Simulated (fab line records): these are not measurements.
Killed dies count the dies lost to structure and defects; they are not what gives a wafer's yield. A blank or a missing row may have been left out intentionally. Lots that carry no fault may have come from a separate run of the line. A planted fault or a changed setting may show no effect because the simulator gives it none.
Split-lot study -- flow sky130 -- route with 708 steps; 5 lots, 23 wafers read

ABOUT THE SPLIT
At SKY_CONTACT_CMP_04 (polishes SiO2), the setting leave above ref nm was moved away from the recipe's 340 nm on 7 of the 23 wafers read, by -6.5% to +5.9%. The other wafers ran this setting at the recipe's value.

FROM THE SPLIT TO THE READING: what the file shows between them, 4 steps
- SKY_CONTACT_COAT_09: resist thk 450 nm (also split here: resist thk nm)
- SKY_CONTACT_SOFTBAKE_10: time 90 s
- SKY_CONTACT_EXPOSE_11: exposes mask CTM1, target cd 170 nm
- SKY_CONTACT_ETCH_16: etches BARC in N2/H2, stops on SiO2, time 45.9 s, target depth 60 nm

THE READING
oes product au, in a.u., at SKY_CONTACT_ETCH_17 (etches SiO2 in C4F8/O2/Ar, stops on Si3N4, target depth 340 nm). A value of 0.892 a.u. with a standard deviation of 0.0039 a.u. is what fault-free wafers of this fab line usually give.

wafer,"tool, chamber at the split","leave above ref nm as run, nm",against the recipe,"oes product au, a.u.",against lot-mates on the recipe
L077.2,"cmp-02, 2",340,recipe,0.898,-
L077.3,"cmp-02, 3",325.2,-4.4%,0.864,-0.029
L077.4,"cmp-02, 0",325.2,-4.4%,0.871,-0.022
L077.5,"cmp-02, 0",340,recipe,0.892,-
L077.6,"cmp-02, 3",340,recipe,0.888,-
L078.1,"cmp-02, 2,3",340,recipe,0.900,-
L078.2,"cmp-02, 1",340,recipe,0.896,-
L078.3,"cmp-02, 0",340,recipe,0.897,-
L078.4,"cmp-02, 2,3",340,recipe,0.894,-
L078.5,"cmp-02, 1",340,recipe,0.891,-
L080.1,"cmp-02, 0",317.8,-6.5%,0.858,-0.033
L080.2,"cmp-02, 3",340,recipe,0.891,-
L080.4,"cmp-02, 1",340,recipe,0.894,-
L080.5,"cmp-02, 2",317.8,-6.5%,0.860,-0.031
L080.6,"cmp-02, 3",340,recipe,0.888,-
L081.1,"cmp-01, 2",340,recipe,0.889,-
L081.2,"cmp-01, 0",360.1,+5.9%,0.920,+0.027
L081.3,"cmp-01, 3,0",360.1,+5.9%,0.924,+0.031
L081.5,"cmp-01, 3,0",360.1,+5.9%,0.924,+0.031
L081.6,"cmp-01, 1",340,recipe,0.898,-
L082.1,"cmp-01, 2",340,recipe,0.895,-
L082.4,"cmp-01, 1",340,recipe,0.892,-
L082.5,"cmp-01, 1",340,recipe,0.889,-
When a row names more than one chamber, that row covers several wafers, and the file does not tell which wafer ran in which chamber.

THE FIT
A straight line over all 23 wafers: oes product au changes by +0.00522 a.u. for each +1% of leave above ref nm; r = +0.98; the points scatter about the line by 0.0036 a.u.
The same after taking each lot's own level away (the mean of its wafers on the recipe; 23 wafers): +0.00506 a.u. for each +1%; r = +0.98; scatter 0.0033 a.u.
According to that fit, moving leave above ref nm by its largest amount changes the reading by 0.033 a.u.
From 0.8910 to 0.8956 a.u.: that is the span of the lots' own levels, equal to 1.2 times the standard deviation above.
The two slopes agree, so the slope changes little with the lot-to-lot level.
Check: -0.0334 a.u. against its lot-mates is what the line predicts for one of the wafers moved furthest among these (-6.5%) when that wafer is left out of the fit. It came out at -0.033 a.u. against them.

THE OTHER SPLITS THESE WAFERS WENT THROUGH
Note: prior to the reading, these wafers also went through further splits. Each is held against what the fit with the lots' levels taken away leaves over:
other split on the same wafers,wafers away from the commonest value,r with oes product au (lot level and that fit taken away)
SKY_LI_CONTACT_CVD_21 temp c,7,-0.09
SKY_LOCAL_INTERCONNECT_COAT_06 spin rpm,7,+0.06
SKY_LOCAL_INTERCONNECT_ETCH_13 icp w,4,-0.05
SKY_CONTACT_COAT_09 resist thk nm,10,+0.03

THE WHOLE CHAIN: every reading that the file lists as answering this split, in the file's order
step,what it does,reading,change (the file's fit),r (the file's)
SKY_CONTACT_CMP_04,polishes SiO2,"SiO2_of_CONTACT_HDPCVD_02.thk nm (the simulator's own value, which no gauge read)",+3.44 nm for each +1% of the setting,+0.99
SKY_CONTACT_ETCH_17,"etches SiO2 in C4F8/O2/Ar, stops on Si3N4, target depth 340 nm",oes product au,+0.00507 a.u. for each +1% of the setting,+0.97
SKY_CONTACT_ETCH_17,"etches SiO2 in C4F8/O2/Ar, stops on Si3N4, target depth 340 nm","CONTACT.feature depth nm (the simulator's own value, which no gauge read)",+3.37 nm for each +1% of the setting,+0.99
SKY_METAL1_METAL_ETCH_19,"etches the open film in Cl2/BCl3, stops on SiO2, target depth 360 nm, time 78 s","SiO2_of_CONTACT_HDPCVD_02.thk nm (the simulator's own value, which no gauge read)",+3.46 nm for each +1% of the setting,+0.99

THE FILE'S OWN FIT
oes product au changes by +0.00507 a.u. for each +1% of leave above ref nm, r = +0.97.
